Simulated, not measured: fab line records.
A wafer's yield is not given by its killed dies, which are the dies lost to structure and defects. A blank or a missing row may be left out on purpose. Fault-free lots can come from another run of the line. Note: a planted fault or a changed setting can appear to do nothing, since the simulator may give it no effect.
fab line records | flow sky130
record: lots: 5 | wafers: 14 | last_day: 49
route steps=708 shown SD_N@352 SALICIDE@361 LI_CONTACT@362 LOCAL_INTERCONNECT@387 PAD_OPEN@708
lots that met no fault: from a run of the same line without faults
start_h: start of the lot's first displayed wafer, in hours after the record's first day | wait_h: hours since the lot's step before | " as in the row above | L1.1+2: several wafers, shown together as one row | - no value, or no start given | * or withheld: withheld | < > ~ a bound
route shown NAME@n: names a module that has steps shown in the file, with the first one's number in the route | usual: mean/standard deviation taken from wafers without a fault | same: alike in all rows | chamber/n: place in a boat | sites: the reading at each site | _std_site: their standard deviation | _edge_site: the outer-site mean with the inner-site mean subtracted | radius_mm: for every site, how far away it sits from the centre of the wafer | mask NAME#n: copy n | behind: the most recent tool/chamber to have shaped the wafer | hold: reason for holding the lot/hours on hold/outcome of the hold | device: transistor that didn't switch, given as n, p or np | end of line: the same wafers' tests at the end of the route | a step given without rows: its recipe and nothing more | killed: the dies lost at the first sort to structure and to defects; this is not the yield of the wafer | map: a wafer's dies, x killed, . not, _ none there
set.NAME: the setting that was run; set.NAME@STEP: the one run at that earlier step | model.NAME: the simulator's own value behind a step, which no gauge read
lots at selected steps of the route; one table per step, one row per wafer
services: a tool's chamber out of use, with start hour (start_h, from the record's first day; less than 0 if before it), hours out, and reason
== steps ==
step: SKY_SD_N_IMPLANT_10
recipe: species: P | energy_kev: 20 | dose_cm2: 1e+14 | tilt_deg: 0
step: SKY_SD_N_STRIP_11
recipe: chemistry: O2/N2 | power_w: 1400 | pressure_mtorr: 1500 | platen_temp_c: withheld | o2_flow_sccm: 3000 | n2_flow_sccm: 300 | overash_fraction: 0.5
step: SKY_SD_N_CLEAN_13
recipe: chemistry: SC1/SC2 | mix: 1:4:20 | temp_c: 70 | time_s: 150 | dry: n2_spin
step: SKY_SD_N_RTA_14
recipe: temp_c: 1075 | time_s: 2 | idle_temp_c: 650 | ramp_up_c_per_s: 150 | ramp_down_c_per_s: 90 | ambient: N2
step: SKY_SALICIDE_CLEAN_00
recipe: chemistry: HF-last | time_s: 30 | dilution: 100:1 | dry: ipa_marangoni
step: SKY_LI_CONTACT_HDPCVD_00
recipe: material: PSG | target_thk_nm: 930 | sigma_open_frac: 0.3 | time_s: 155 | temp_c: 600 | sih4_flow_sccm: 60 | pressure_mtorr: 6
step: SKY_LI_CONTACT_CMP_02
recipe: material: PSG | down_force_psi: 4 | platen_rpm: 60 | pad_velocity_m_s: 0.94248
usual: head_pressure_psi: 4.001/0.009 | motor_current_A: 11.7/0.89 | time_to_endpoint_s: 31.2/2.3
lot.wafer | tool   | chamber | start_h | wait_h | head_pressure_psi | motor_current_A | time_to_endpoint_s | model.PSG_of_LI_CONTACT_HDPCVD_00.thk_nm
L998.2    | cmp-02 | 1       | 700.28  | 0.1    | 4.010             | 12.0            | 18.6               | 747.2
L998.3    | "      | 2       | "       | "      | 3.995             | 10.5            | 17.0               | 745.7
L998.5    | "      | 1       | "       | "      | 4.003             | 12.7            | 29.4               | 597.1
L999.1    | cmp-02 | 2       | 700.53  | 0.1    | 3.992             | 10.4            | 32.8               | 596.3
L999.3    | "      | 1       | "       | "      | 4.014             | 11.8            | 17.2               | 748.1
L999.5    | "      | 2       | "       | "      | 4.005             | 11.3            | 33.7               | 597.5
L102.1    | cmp-02 | 1       | 718.88  | 0.1    | 4.009             | 11.9            | 33.4               | 596.5
L102.3    | "      | 2       | "       | "      | 4.005             | 10.4            | 16.7               | 745.7
L109.1    | cmp-01 | 0       | 779.75  | 0.1    | 4.003             | 11.4            | 33.5               | 598.9
L109.3    | "      | 1       | "       | "      | 4.017             | 11.8            | 32.3               | 597.7
L109.2    | "      | 3       | "       | "      | 3.995             | 11.8            | 32.3               | 598.7
L111.1    | cmp-02 | 1       | 790.44  | 0.1    | 3.999             | 11.6            | 33.1               | 595.9
L111.6    | "      | 3       | "       | "      | 4.011             | 11.6            | 26.5               | 593.8
L111.5    | "      | 0       | "       | "      | 4.004             | 12.8            | 25.3               | 593.5
step: SKY_LI_CONTACT_DEHYDRATE_04
recipe: temp_c: 200 | time_s: 60
step: SKY_LI_CONTACT_HMDS_05
recipe: prime_time_s: 60 | prime_temp_c: 120
step: SKY_LI_CONTACT_COAT_06
recipe: resist: BARC | temp_c: withheld | time_s: withheld | spin_rpm: 3000 | resist_thk_nm: 60
step: SKY_LI_CONTACT_COAT_07
recipe: resist: KrF-thick | spin_rpm: 3000 | resist_thk_nm: 450
step: SKY_LI_CONTACT_SOFTBAKE_08
recipe: temp_c: 100 | time_s: 90 | resist: KrF-thick
step: SKY_LI_CONTACT_EXPOSE_09
recipe: mask_id: LICM1 | na: 0.8 | source_shape: annular | sigma_inner: 0.55 | sigma_outer: 0.85 | target_cd_nm: 170 | dose_mj: 38
step: SKY_LI_CONTACT_PEB_10
recipe: peb_temp_c: withheld | peb_time_s: withheld | resist: KrF-thick
step: SKY_LI_CONTACT_DEVELOP_11
recipe: develop_time_s: 60 | resist: KrF-thick | dev_temp_c: 21
step: SKY_LI_CONTACT_ETCH_14
recipe: chemistry: N2/H2 | target: BARC | ion_energy_ev: 200 | source_w: 500 | bias_w: 100 | pressure_mtorr: 30 | n2_flow_sccm: 100 | h2_flow_sccm: 200 | stop_on: SiO2 | time_s: 45.9 | target_depth_a: 600
step: SKY_LI_CONTACT_ETCH_15
recipe: target: PSG | chemistry: C4F8/O2/Ar | stop_on: Si | taper_deg: 4.15 | mask_material: KrF-thick | source_w: 1500 | bias_w: 1200 | pressure_mtorr: 40 | c4f8_flow_sccm: withheld | O2_flow_sccm: 6 | Ar_flow_sccm: 300 | time_s: withheld | target_depth_a: 6000
usual: oes_product_au: 0.837/0.0048
lot.wafer | tool        | chamber | start_h | wait_h | oes_product_au | model.etch.depth_nm | model.LI_CONTACT.feature_depth_nm
L998.2    | rie_diel-01 | 2       | 729.32  | 0.0    | 0.947          | 747.2               | 747.2
L998.3    | "           | 1       | "       | "      | 0.950          | 745.7               | 745.7
L998.5    | "           | 1       | "       | "      | 0.831          | 597.1               | 597.1
L999.1    | rie_diel-03 | 1       | 729.84  | 0.0    | 0.842          | 596.3               | 596.3
L999.3    | "           | 2       | "       | "      | 0.957          | 748.1               | 748.1
L999.5    | "           | 2       | "       | "      | 0.834          | 597.5               | 597.5
L102.1    | rie_diel-01 | 3       | 748.22  | 0.0    | 0.840          | 596.5               | 596.5
L102.3    | "           | 1       | "       | "      | 0.955          | 745.7               | 745.7
L109.1    | rie_diel-04 | 1       | 808.14  | 0.0    | 0.835          | 598.9               | 598.9
L109.2    | "           | 0       | "       | "      | 0.831          | 598.7               | 598.7
L109.3    | "           | 3       | "       | "      | 0.831          | 597.7               | 597.7
L111.1    | rie_diel-03 | 0       | 817.42  | 0.0    | 0.839          | 595.9               | 595.9
L111.5    | "           | 1       | "       | "      | 0.828          | 593.5               | 593.5
L111.6    | "           | 2       | "       | "      | 0.831          | 593.8               | 593.8
step: SKY_LI_CONTACT_STRIP_16
recipe: chemistry: O2/N2 | power_w: 1400 | pressure_mtorr: 1500 | platen_temp_c: withheld | o2_flow_sccm: 3000 | n2_flow_sccm: 300 | overash_fraction: 0.5
step: SKY_LI_CONTACT_CLEAN_17
recipe: chemistry: NMP | time_s: 600 | temp_c: 60 | dry: n2_spin
step: SKY_LI_CONTACT_PRE_CLEAN_18
recipe: gas: Ar | time_s: 5.6 | bias_v: 358
step: SKY_LI_CONTACT_SPUTTER_19
recipe: material: Ti | target_thk_nm: 20 | chamber_pressure_pa: 5 | power_w: 2500 | substrate_temp_c: 200 | time_s: 106.37
step: SKY_LI_CONTACT_SPUTTER_20
recipe: material: TiN | target_thk_nm: 20 | chamber_pressure_pa: 5 | power_w: 4000 | time_s: 80
step: SKY_LI_CONTACT_CVD_21
recipe: material: W | target_thk_nm: 400 | time_s: 120.56 | temp_c: 400 | pressure_torr: 40
step: SKY_LI_CONTACT_CMP_24
recipe: stop_on: PSG | t_overpolish_s: 20 | down_force_psi: 3.5 | platen_rpm: 60 | target_thk_nm: 0 | pad_velocity_m_s: 0.94248
usual: head_pressure_psi: 3.499/0.0072 | motor_current_A: 10.8/0.82
lot.wafer | tool   | chamber | start_h | wait_h | head_pressure_psi | motor_current_A | model.PSG_of_LI_CONTACT_HDPCVD_00.thk_nm
L998.3    | cmp-01 | 0       | 730.21  | 0.1    | 3.496             | 10.7            | 736.2
L998.2    | "      | 2       | "       | "      | 3.497             | 10.2            | 737.7
L998.5    | "      | 3       | "       | "      | 3.519             | 11.8            | 587.6
L999.3    | cmp-02 | 2       | 730.73  | 0.1    | 3.498             | 9.8             | 738.7
L999.1    | "      | 0       | "       | "      | 3.501             | 11.7            | 586.8
L999.5    | "      | 1       | "       | "      | 3.493             | 10.6            | 588
L102.1    | cmp-01 | 3       | 749.20  | 0.2    | 3.484             | 11.6            | 587.1
L102.3    | "      | 1       | "       | "      | 3.495             | 10.2            | 736.2
L109.3    | cmp-01 | 0       | 809.03  | 0.1    | 3.505             | 10.6            | 588.2
L109.2    | "      | 1       | "       | "      | 3.500             | 11.6            | 589.3
L109.1    | "      | 2       | "       | "      | 3.500             | 10.6            | 589.4
L111.1    | cmp-01 | 0       | 818.35  | 0.1    | 3.496             | 10.7            | 586.4
L111.5    | "      | 2       | "       | "      | 3.497             | 10.1            | 584.1
L111.6    | "      | 3       | "       | "      | 3.496             | 12.0            | 584.3
step: SKY_LOCAL_INTERCONNECT_SPUTTER_00
recipe: material: TiN | target_thk_nm: 100 | temp_c: 300 | power_w: 6500 | time_s: 83.3 | chamber_pressure_pa: 0.4
step: SKY_PAD_OPEN_PROBE_99
usual: killed_at_M0_to_M3: 44/7.2 | killed_at_M4_up: 2.9/1.8 | killed_at_contacts: 24/5.2 | killed_at_front_end: 15/4 | killed_at_other: 0.2/0.49 | killed_dies: 85/9.1 | killed_open: 47/6.8 | killed_short: 38/5.7
same: gross_dies: 492 | killed_at_back_side: 0
lot.wafer | tool      | chamber | start_h | wait_h | killed_at_M0_to_M3 | killed_at_M4_up | killed_at_contacts | killed_at_front_end | killed_at_other | killed_dies | killed_open | killed_short | model.etest.licon_pdiff.rc_ohm | model.etest.nfet_g5v0d10v5.r_on_ohm_um | model.etest.nfet_01v8.r_on_ohm_um | model.etest.licon_ndiff.rc_ohm | model.etest.licon_high_po.rc_ohm | model.etest.sonos_uncharged.r_on_ohm_um | model.etest.cap_li_to_poly.c_af_um2 | model.etest.licon_poly.rc_ohm
L998.2    | prober-01 | -       | 1124.19 | 0.1    | 37                 | 2               | 25                 | 12                  | 0               | 76          | 46          | 30           | 670.3                          | 1920                                   | 885                               | 233.6                          | 386.7                            | 845.5                                   | 70                                  | 176.5
L998.3    | prober-01 | -       | 1124.24 | 0.2    | 44                 | 4               | 20                 | 21                  | 0               | 89          | 46          | 43           | 652.8                          | 1930                                   | 862.1                             | 211.8                          | 375.1                            | 839.1                                   | 70.34                               | 169.5
L998.5    | prober-01 | -       | 1124.34 | 0.2    | 46                 | 1               | 26                 | 14                  | 0               | 87          | 55          | 32           | 571.3                          | 1896                                   | 859.6                             | 184.8                          | 340.9                            | 819.1                                   | 100.9                               | 148.1
L999.1    | prober-02 | -       | 1125.39 | 0.1    | 49                 | 3               | 24                 | 12                  | 0               | 88          | 56          | 32           | 605.4                          | 1852                                   | 810.5                             | 183.3                          | 359.8                            | 787.3                                   | 93.96                               | 155.7
L999.3    | prober-02 | -       | 1125.49 | 0.2    | 51                 | 2               | 17                 | 16                  | 0               | 86          | 47          | 39           | 674.6                          | 1913                                   | 850                               | 217.7                          | 385.3                            | 835.6                                   | 66.35                               | 177.7
L999.5    | prober-02 | -       | 1125.59 | 0.2    | 52                 | 3               | 30                 | 11                  | 1               | 97          | 53          | 44           | 560.6                          | 1841                                   | 808.5                             | 173                            | 356.4                            | 786.4                                   | 96.24                               | 154.5
L102.1    | prober-02 | -       | 1136.42 | 0.1    | 40                 | 1               | 26                 | 15                  | 0               | 82          | 47          | 35           | 570                            | 1878                                   | 861.2                             | 174.2                          | 334.1                            | 808.9                                   | 103.3                               | 151.1
L102.3    | prober-02 | -       | 1136.52 | 0.2    | 41                 | 1               | 25                 | 9                   | 1               | 77          | 46          | 31           | 659.6                          | 1912                                   | 864.1                             | 221.9                          | 385.9                            | 838.9                                   | 69.44                               | 170.4
L109.1    | prober-02 | -       | 1180.77 | 0.1    | 48                 | 1               | 26                 | 13                  | 0               | 88          | 43          | 45           | 611.3                          | 1859                                   | 836.8                             | 181.1                          | 348.7                            | 815.3                                   | 97.76                               | 151.1
L109.2    | prober-02 | -       | 1180.82 | 0.1    | 54                 | 1               | 17                 | 13                  | 0               | 85          | 40          | 45           | 603.5                          | 1873                                   | 816.8                             | 183.2                          | 351.5                            | 799.8                                   | 98.7                                | 151
L109.3    | prober-02 | -       | 1180.87 | 0.2    | 42                 | 2               | 20                 | 15                  | 0               | 79          | 44          | 35           | 588.3                          | 1884                                   | 836.2                             | 180.5                          | 337.7                            | 821.9                                   | 99.1                                | 148.3
L111.1    | prober-02 | -       | 1186.57 | 0.1    | 44                 | 1               | 32                 | 13                  | 0               | 90          | 53          | 37           | 598.2                          | 1912                                   | 839.7                             | 182.4                          | 360.5                            | 830.9                                   | 97.94                               | 154.4
L111.5    | prober-02 | -       | 1186.77 | 0.2    | 40                 | 4               | 29                 | 22                  | 0               | 95          | 54          | 41           | 567.8                          | 1870                                   | 834.6                             | 180                            | 343.9                            | 820.9                                   | 104.9                               | 148.4
L111.6    | prober-02 | -       | 1186.82 | 0.2    | 49                 | 2               | 21                 | 10                  | 0               | 82          | 55          | 27           | 597                            | 1897                                   | 822.7                             | 191.9                          | 364.9                            | 811.6                                   | 100.8                               | 150.6
killed by level:class
L998.2 CONTACT:geometric_particle:open=12 VIA1:geometric_particle:open=7 LI_CONTACT:geometric_particle:open=6 CONTACT:geometric_particle:short=5 METAL1:geometric_particle:short=5 POLY_GATE:geometric_particle:short=4 VIA3:geometric_particle:open=4 FIELD_ISO:geometric_particle:open=3
L998.3 VIA1:geometric_particle:open=11 CONTACT:geometric_particle:open=9 VIA2:geometric_particle:open=7 POLY_GATE:geometric_particle:short=6 FIELD_ISO:geometric_particle:short=5 VIA3:geometric_particle:open=5 VIA1:geometric_particle:short=5 FIELD_ISO:geometric_particle:open=4
L998.5 CONTACT:geometric_particle:open=17 VIA1:geometric_particle:open=13 VIA1:geometric_particle:short=8 VIA2:geometric_particle:open=7 METAL1:geometric_particle:short=5 POLY_GATE:geometric_particle:open=4 LI_CONTACT:geometric_particle:open=4 METAL2:geometric_particle:short=4
L999.1 VIA1:geometric_particle:open=13 CONTACT:geometric_particle:open=11 LI_CONTACT:geometric_particle:open=6 VIA1:geometric_particle:short=6 VIA3:geometric_particle:open=6 POLY_GATE:geometric_particle:short=5 VIA2:geometric_particle:open=5 POLY_GATE:geometric_particle:open=4
L999.3 VIA1:geometric_particle:open=17 METAL1:geometric_particle:short=7 VIA2:geometric_particle:open=7 CONTACT:geometric_particle:short=6 FIELD_ISO:geometric_particle:open=5 VIA1:geometric_particle:short=5 FIELD_ISO:geometric_particle:short=4 VIA3:geometric_particle:open=4
L999.5 VIA1:geometric_particle:open=15 LI_CONTACT:geometric_particle:open=9 METAL1:geometric_particle:short=9 LI_CONTACT:geometric_particle:short=6 CONTACT:geometric_particle:short=6 VIA2:geometric_particle:open=6 VIA1:geometric_particle:short=5 CONTACT:geometric_particle:open=5
L102.1 CONTACT:geometric_particle:open=13 VIA1:geometric_particle:open=10 VIA2:geometric_particle:open=7 FIELD_ISO:geometric_particle:short=6 LI_CONTACT:geometric_particle:open=5 METAL1:geometric_particle:short=5 VIA1:geometric_particle:short=5 LOCAL_INTERCONNECT:geometric_particle:short=4
L102.3 VIA1:geometric_particle:open=14 LI_CONTACT:geometric_particle:open=9 VIA3:geometric_particle:open=8 CONTACT:geometric_particle:short=6 METAL3:geometric_particle:short=5 CONTACT:geometric_particle:open=4 METAL2:geometric_particle:short=4 VIA2:geometric_particle:open=4
L109.1 METAL1:geometric_particle:short=13 CONTACT:geometric_particle:open=11 VIA2:geometric_particle:open=10 POLY_GATE:geometric_particle:short=6 VIA1:geometric_particle:open=6 LI_CONTACT:geometric_particle:open=5 VIA1:geometric_particle:short=4 METAL2:geometric_particle:short=4
L109.2 VIA2:geometric_particle:short=9 VIA1:geometric_particle:open=8 METAL2:geometric_particle:short=6 CONTACT:geometric_particle:open=6 VIA3:geometric_particle:open=6 VIA3:geometric_particle:short=6 LOCAL_INTERCONNECT:geometric_particle:short=5 FIELD_ISO:geometric_particle:open=4
L109.3 VIA1:geometric_particle:open=10 METAL2:geometric_particle:short=7 VIA3:geometric_particle:open=6 LI_CONTACT:geometric_particle:open=5 CONTACT:geometric_particle:open=5 METAL1:geometric_particle:short=5 SPACER:geometric_particle:open=4 VIA2:geometric_particle:open=4
L111.1 CONTACT:geometric_particle:open=14 VIA1:geometric_particle:open=10 LI_CONTACT:geometric_particle:open=9 METAL2:geometric_particle:short=9 FIELD_ISO:geometric_particle:open=6 VIA2:geometric_particle:open=5 LI_CONTACT:geometric_particle:short=4 METAL3:geometric_particle:short=4
L111.5 CONTACT:geometric_particle:open=10 VIA1:geometric_particle:short=10 VIA1:geometric_particle:open=10 VIA2:geometric_particle:open=9 LI_CONTACT:geometric_particle:open=8 FIELD_ISO:geometric_particle:short=6 FIELD_ISO:geometric_particle:open=5 CONTACT:geometric_particle:short=5
L111.6 VIA3:geometric_particle:open=12 CONTACT:geometric_particle:open=10 VIA1:geometric_particle:open=8 VIA2:geometric_particle:open=7 VIA3:geometric_particle:short=5 METAL2:geometric_particle:short=4 LI_CONTACT:geometric_particle:open=4 VIA1:geometric_particle:short=4
== services ==
tool        | chamber | start_h | hours | kind
rie_diel-04 | 0       | 697.34  | 1.5   | repair
rie_diel-03 | 3       | 702.33  | 9.5   | repair
rie_diel-03 | 1       | 719.12  | 2.4   | repair
cmp-01      | -       | 722.92  | 1.6   | repair
rie_diel-04 | 1       | 737.07  | 15.9  | repair
rie_diel-04 | 2       | 737.77  | 10.9  | repair
rie_diel-03 | 1       | 738.24  | -     | clean
rie_diel-03 | 1       | 738.24  | 13.3  | scheduled_down
rie_diel-03 | 1       | 738.24  | 13.3  | vent_cycle
rie_diel-01 | 2       | 746.35  | 3.0   | repair
cmp-01      | -       | 749.50  | 4.0   | pm
cmp-01      | -       | 753.50  | -     | consumable_replace:conditioner
cmp-01      | -       | 753.50  | -     | consumable_replace:pad
rie_diel-03 | 3       | 761.12  | -     | clean
rie_diel-03 | 3       | 761.12  | 23.1  | scheduled_down
rie_diel-03 | 3       | 761.12  | 23.1  | vent_cycle
cmp-02      | -       | 773.32  | 1.6   | repair
rie_diel-01 | 1       | 779.37  | 3.6   | repair
rie_diel-01 | 0       | 798.06  | -     | clean
rie_diel-01 | 0       | 798.06  | 29.5  | scheduled_down
rie_diel-01 | 0       | 798.06  | 29.5  | vent_cycle
rie_diel-04 | 3       | 810.22  | 13.3  | repair
== key ==
first_sign: step: SKY_LI_CONTACT_CMP_02 | reading: time_to_endpoint_s | direction: down | sigmas: 6.1 | usual: * | struck: *
effect: step: SKY_LI_CONTACT_ETCH_15 | reading: oes_product_au | direction: up | sigmas: 24 | usual: 0.837 | struck: 0.952
model_effect: step: SKY_LI_CONTACT_CMP_02 | value: PSG_of_LI_CONTACT_HDPCVD_00.thk_nm | without: 597.4 | struck: 746.7
model_effect: step: SKY_LI_CONTACT_ETCH_15 | value: etch.depth_nm | without: 597.4 | struck: 746.7
model_effect: step: SKY_LI_CONTACT_CMP_24 | value: PSG_of_LI_CONTACT_HDPCVD_00.thk_nm | without: 587.9 | struck: 737.2
model_effect: step: SKY_PAD_OPEN_PROBE_99 | value: etest.licon_pdiff.rc_ohm | without: 571.4 | struck: 664.3
met_at SKY_LI_CONTACT_CMP_02
struck_wafers L998.2,L998.3,L999.3,L102.3
tester_left_out L998,L999,L102
fault: kind: process_parameter_drift | tool: cmp-02 | chamber: - | onset_h: 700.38 | steps: SKY_LI_CONTACT_CMP_02 | channel: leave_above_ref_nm | offset: 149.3 | shape: step | end_h: 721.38 | scope: struck_wafers_only | acts_in: these_recipes_only | stated: 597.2
tester_left_out: of these lots the tester's yield and bins aren't shown, on N5 and GAA mostly nor the transistor test; their killed dies are dies lost to structure and defects alone, not to doping, threshold or leakage, so they don't give the yield
